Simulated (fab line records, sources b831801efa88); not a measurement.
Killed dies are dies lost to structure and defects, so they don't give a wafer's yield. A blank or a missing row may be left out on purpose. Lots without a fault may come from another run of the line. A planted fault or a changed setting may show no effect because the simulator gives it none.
Which tool did it? | flow gf180mcu | 13 lots, 37 wafers sampled, at 4 steps of a route of 602

WHAT THE GAUGES READ, wafer by wafer
GF_V2_THK_MEAS_03.
lot  | measured     | on            | V2_CVD_02_THK (nm)
L537 | day 20 13:18 | film_metro-02 | 830 854 861
L538 | day 20 17:32 | film_metro-03 | 854 837 861
L540 | day 20 23:21 | film_metro-03 | 841 867 861
L539 | day 21 03:02 | film_metro-04 | 842 859 870
L541 | day 21 15:28 | film_metro-04 | 832 846 842
L543 | day 22 07:11 | film_metro-03 | 851 863 866
L544 | day 22 10:51 | film_metro-02 | 840 847 856
L545 | day 23 04:45 | film_metro-04 | 836 847 869
L546 | day 23 13:39 | film_metro-04 | 846 833 848
L547 | day 23 20:35 | film_metro-02 | 856 856 862
L553 | day 25 12:17 | film_metro-04 | 843 844
L556 | day 26 15:46 | film_metro-02 | 837 864 853
L557 | day 26 20:41 | film_metro-03 | 839 829

GF_V2_CD_MEAS_14: target cd 260 nm.
lot  | measured     | on        | cd_nm (nm)
L537 | day 21 13:45 | cd_sem-02 | 260.6 262.4 261.8
L538 | day 21 17:57 | cd_sem-01 | 261.3 260.7 261.5
L540 | day 22 00:25 | cd_sem-02 | 258.6 258.3 259.3
L539 | day 22 03:41 | cd_sem-01 | 259.0 258.2 257.8
L541 | day 22 15:23 | cd_sem-01 | 260.2 260.5 261.3
L543 | day 23 07:04 | cd_sem-01 | 257.2 258.4 258.3
L544 | day 23 10:19 | cd_sem-01 | 259.7 260.1 259.3
L545 | day 24 03:52 | cd_sem-01 | 263.0 262.5 262.2
L546 | day 24 12:24 | cd_sem-01 | 258.9 259.6 259.6
L547 | day 24 18:47 | cd_sem-01 | 260.1 259.8 259.4
L553 | day 26 09:25 | cd_sem-01 | 268.4 261.4
L556 | day 27 15:28 | cd_sem-02 | 260.8 262.4 270.9
L557 | day 27 16:41 | cd_sem-02 | 268.6 259.3

WHICH TOOL RAN EACH LOT (tool, then ch and the chambers of the sampled wafers, then the start)
lot  | GF_M2_SPUTTER_02             | GF_V2_EXPOSE_11
L537 | pvd_sputter-02, day 19 12:04 | krf_scanner-01 ch 0, day 21 01:47
L538 | pvd_sputter-01, day 19 16:14 | krf_scanner-01 ch 0, day 21 06:24
L540 | pvd_sputter-02, day 19 21:52 | krf_scanner-02 ch 0, day 21 12:20
L539 | pvd_sputter-04, day 20 01:55 | krf_scanner-01 ch 0, day 21 15:49
L541 | pvd_sputter-02, day 20 14:43 | krf_scanner-02 ch 0, day 22 03:58
L543 | pvd_sputter-01, day 21 06:17 | krf_scanner-02 ch 0, day 22 19:52
L544 | pvd_sputter-04, day 21 10:05 | krf_scanner-02 ch 0, day 22 23:22
L545 | pvd_sputter-02, day 22 04:16 | krf_scanner-02 ch 0, day 23 16:37
L546 | pvd_sputter-01, day 22 14:21 | krf_scanner-02 ch 0, day 24 01:33
L547 | pvd_sputter-04, day 22 21:22 | krf_scanner-02 ch 0, day 24 08:11
L553 | pvd_sputter-01, day 24 13:40 | krf_scanner-01 ch 0, day 25 23:26
L556 | pvd_sputter-04, day 25 18:02 | krf_scanner-01 ch 0, day 27 02:40
L557 | pvd_sputter-01, day 25 22:56 | krf_scanner-01 ch 0, day 27 06:52
- GF_M2_SPUTTER_02: material AlCu, target thk 450 nm, time 23.9 s.
- GF_V2_EXPOSE_11: exposes mask Via2, target cd 260 nm.

WHAT THE TOOLS THEMSELVES READ (means of the sampled wafers that have a number; where no wafer has one, the mark that the record gives instead)
GF_M2_SPUTTER_02.
lot  | tool           | throttle_valve_pct (%)
L537 | pvd_sputter-02 | 29.3
L538 | pvd_sputter-01 | 30.1
L540 | pvd_sputter-02 | 29.4
L539 | pvd_sputter-04 | 30.5
L541 | pvd_sputter-02 | 29.6
L543 | pvd_sputter-01 | 29.9
L544 | pvd_sputter-04 | 30.1
L545 | pvd_sputter-02 | 30.0
L546 | pvd_sputter-01 | 30.3
L547 | pvd_sputter-04 | 31.0
L553 | pvd_sputter-01 | 30.2
L556 | pvd_sputter-04 | 31.0
L557 | pvd_sputter-01 | 30.1

GF_V2_EXPOSE_11.
lot  | tool           | reticle_temp_C (C)
L537 | krf_scanner-01 | 22.98
L538 | krf_scanner-01 | 23.00
L540 | krf_scanner-02 | 23.03
L539 | krf_scanner-01 | 22.95
L541 | krf_scanner-02 | 23.05
L543 | krf_scanner-02 | 23.01
L544 | krf_scanner-02 | 22.90
L545 | krf_scanner-02 | 22.92
L546 | krf_scanner-02 | 22.90
L547 | krf_scanner-02 | 23.02
L553 | krf_scanner-01 | 22.99
L556 | krf_scanner-01 | 23.03
L557 | krf_scanner-01 | 23.09

THE ANSWER, worked out from the rows above alone
Rule: what is usual is taken from the lots themselves. Put in order of their means at a reading, lots are off if they are a third of the lots or fewer, leave a main group of 4 or more, and stand apart from it by a gap of 3 or more times the standard deviation of the main group's means; of several such gaps the widest counts. A main group whose means are all the same, to the digits that the tables above print for the reading, isn't used. A lot without any number at a reading at which 4 lots or more have one is off too. The other lots that the step has rows for count as sound. The gauges are gone through in route order, then the tools' own readings, and for those a lot's mean is taken as printed above. The first step at which some lot is off is used, and at that step the reading that is off furthest; a lot without a number counts as furthest.
No lot is off at any reading shown: from this, nothing can be told.

WHAT THE SIMULATOR HAD PUT IN
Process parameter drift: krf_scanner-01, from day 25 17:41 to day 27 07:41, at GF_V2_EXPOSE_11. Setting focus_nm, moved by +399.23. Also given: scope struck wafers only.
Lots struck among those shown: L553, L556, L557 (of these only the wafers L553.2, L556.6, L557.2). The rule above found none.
